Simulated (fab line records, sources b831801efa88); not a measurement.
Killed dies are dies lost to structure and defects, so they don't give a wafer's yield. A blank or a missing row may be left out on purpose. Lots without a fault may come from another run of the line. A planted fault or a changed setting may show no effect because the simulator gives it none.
Which tool did it? | flow gf180mcu | 11 lots, 33 wafers sampled, at 5 steps of a route of 602

WHAT THE GAUGES READ, wafer by wafer
GF_V5_THK_MEAS_03.
lot  | measured     | on            | V5_CVD_02_THK (nm)
L450 | day 26 04:40 | film_metro-04 | 1430 1448 1438
L451 | day 26 14:23 | film_metro-02 | 1448 1452 1481
L453 | day 27 05:46 | film_metro-02 | 1439 1454 1464
L459 | day 29 01:14 | film_metro-04 | 1422 1432 1432
L460 | day 29 11:23 | film_metro-04 | 1439 1487 1450
L465 | day 30 19:42 | film_metro-01 | 1441 1437 1450
L467 | day 31 07:03 | film_metro-01 | 1446 1486 1447
L468 | day 31 18:46 | film_metro-01 | 1474 1491 1495
L471 | day 32 09:37 | film_metro-04 | 1416 1417 1462
L472 | day 32 15:02 | film_metro-02 | 1451 1442 1463
L473 | day 32 20:12 | film_metro-04 | 1442 1445 1435

GF_TOP_METAL_CD_MEAS_14: target cd 440 nm.
lot  | measured     | on        | cd_nm (nm)
L450 | day 28 00:16 | cd_sem-01 | 439.5 441.9 442.5
L451 | day 28 08:36 | cd_sem-02 | 444.7 440.6 441.8
L453 | day 29 00:09 | cd_sem-01 | 444.1 444.7 441.4
L459 | day 30 16:07 | cd_sem-02 | 471.0 471.7 473.5
L460 | day 31 02:47 | cd_sem-01 | 465.8 465.8 466.1
L465 | day 32 07:16 | cd_sem-01 | 437.9 437.8 436.7
L467 | day 32 18:13 | cd_sem-01 | 440.1 441.9 442.7
L468 | day 33 05:51 | cd_sem-02 | 438.8 441.9 437.7
L471 | day 33 18:01 | cd_sem-01 | 439.0 438.3 437.6
L472 | day 33 23:37 | cd_sem-01 | 441.4 440.5 439.4
L473 | day 34 05:36 | cd_sem-01 | 440.6 441.6 439.5

WHICH TOOL RAN EACH LOT (tool, then ch and the chambers of the sampled wafers, then the start)
lot  | GF_V4_CMP_26                  | GF_MIM_SPUTTER_09            | GF_TOP_METAL_COAT_09
L450 | cmp-02 ch 0,1,3, day 24 08:28 | pvd_sputter-01, day 24 09:00 | litho_track-04 ch 0, day 27 14:20
L451 | cmp-02 ch 1,2,3, day 24 17:17 | pvd_sputter-03, day 24 17:52 | litho_track-04 ch 0, day 27 22:49
L453 | cmp-02 ch 1,2,3, day 25 10:28 | pvd_sputter-01, day 25 11:03 | litho_track-02 ch 0, day 28 14:34
L459 | cmp-02 ch 0,1,3, day 27 07:25 | pvd_sputter-03, day 27 08:05 | litho_track-02 ch 0, day 30 07:34
L460 | cmp-01 ch 0,2, day 27 18:19   | pvd_sputter-01, day 27 18:56 | litho_track-02 ch 0, day 30 17:07
L465 | cmp-01 ch 0,2,3, day 29 04:25 | pvd_sputter-02, day 29 05:02 | litho_track-04 ch 0, day 31 23:31
L467 | cmp-02 ch 1,3, day 29 15:58   | pvd_sputter-02, day 29 16:36 | litho_track-03 ch 0, day 32 10:00
L468 | cmp-02 ch 0,3, day 30 06:10   | pvd_sputter-02, day 30 06:51 | litho_track-04 ch 0, day 32 21:22
L471 | cmp-01 ch 0,1,2, day 30 22:22 | pvd_sputter-03, day 30 23:03 | litho_track-02 ch 0, day 33 11:04
L472 | cmp-02 ch 0,1,3, day 31 03:41 | pvd_sputter-02, day 31 04:22 | litho_track-03 ch 0, day 33 15:42
L473 | cmp-02 ch 1,2, day 31 09:29   | pvd_sputter-03, day 31 10:10 | litho_track-04 ch 0, day 33 22:31
- GF_V4_CMP_26: polishes, stops on SiO2, t overpolish 15 s, target thk 0 nm.
- GF_MIM_SPUTTER_09: material TiN, target thk 35 nm, time 29.2 s.
- GF_TOP_METAL_COAT_09: resist thk 1500 nm.

WHAT THE TOOLS THEMSELVES READ (means of the sampled wafers that have a number; where no wafer has one, the mark that the record gives instead)
GF_V4_CMP_26.
lot  | tool   | edge_zone_pressure_frac | motor_current_A (A) | overpolish_run_s (s) | retaining_ring_pressure_frac | time_to_endpoint_s (s)
L450 | cmp-02 | 1.004                   | 11.4                | 14.996               | 0.998                        | 85
L451 | cmp-02 | 1.000                   | 10.9                | 15.001               | 1.004                        | 87
L453 | cmp-02 | 0.998                   | 11.0                | 15.004               | 0.995                        | 82
L459 | cmp-02 | 0.997                   | 10.9                | 15.002               | 0.995                        | 85
L460 | cmp-01 | 1.000                   | 11.2                | 14.998               | 1.002                        | 84
L465 | cmp-01 | 1.000                   | 11.4                | 15.002               | 0.996                        | 87
L467 | cmp-02 | 0.995                   | 11.9                | 15.007               | 0.998                        | 82
L468 | cmp-02 | 0.998                   | 10.7                | 15.004               | 1.012                        | 87
L471 | cmp-01 | 0.994                   | 11.4                | 14.994               | 1.004                        | 84
L472 | cmp-02 | 1.000                   | 11.1                | 14.998               | 1.002                        | 86
L473 | cmp-02 | 0.993                   | 10.2                | 15.000               | 1.000                        | 82

GF_MIM_SPUTTER_09.
lot  | tool           | throttle_valve_pct (%)
L450 | pvd_sputter-01 | 29.6
L451 | pvd_sputter-03 | 29.4
L453 | pvd_sputter-01 | 28.3
L459 | pvd_sputter-03 | 29.7
L460 | pvd_sputter-01 | 29.1
L465 | pvd_sputter-02 | 30.9
L467 | pvd_sputter-02 | 30.9
L468 | pvd_sputter-02 | 31.5
L471 | pvd_sputter-03 | 28.9
L472 | pvd_sputter-02 | 32.0
L473 | pvd_sputter-03 | 29.5

GF_TOP_METAL_COAT_09.
lot  | tool           | dispense_pressure_kPa (kPa) | exhaust_pa (Pa)
L450 | litho_track-04 | 52.6                        | 45.9
L451 | litho_track-04 | 52.6                        | 45.8
L453 | litho_track-02 | 47.5                        | 44.0
L459 | litho_track-02 | 47.5                        | 44.7
L460 | litho_track-02 | 47.6                        | 45.7
L465 | litho_track-04 | 52.6                        | 46.2
L467 | litho_track-03 | 54.8                        | 44.8
L468 | litho_track-04 | 52.6                        | 44.8
L471 | litho_track-02 | 47.5                        | 45.4
L472 | litho_track-03 | 54.8                        | 45.0
L473 | litho_track-04 | 52.6                        | 45.3

THE ANSWER, worked out from the rows above alone
Rule: what is usual is taken from the lots themselves. Put in order of their means at a reading, lots are off if they are a third of the lots or fewer, leave a main group of 4 or more, and stand apart from it by a gap of 3 or more times the standard deviation of the main group's means; of several such gaps the widest counts. A main group whose means are all the same, to the digits that the tables above print for the reading, isn't used. A lot without any number at a reading at which 4 lots or more have one is off too. The other lots that the step has rows for count as sound. The gauges are gone through in route order, then the tools' own readings, and for those a lot's mean is taken as printed above. The first step at which some lot is off is used, and at that step the reading that is off furthest; a lot without a number counts as furthest.
Off: L459, L460, at GF_TOP_METAL_CD_MEAS_14 (cd_nm). The main group: mean 440.5 nm, standard deviation 1.8.
A tool fits if, at a process step before that reading, it ran every lot that is off, and no sound lot after the first of them. The gauges at GF_TOP_METAL_CD_MEAS_14 are tried like those tools. None of those tried fits.

WHAT THE SIMULATOR HAD PUT IN
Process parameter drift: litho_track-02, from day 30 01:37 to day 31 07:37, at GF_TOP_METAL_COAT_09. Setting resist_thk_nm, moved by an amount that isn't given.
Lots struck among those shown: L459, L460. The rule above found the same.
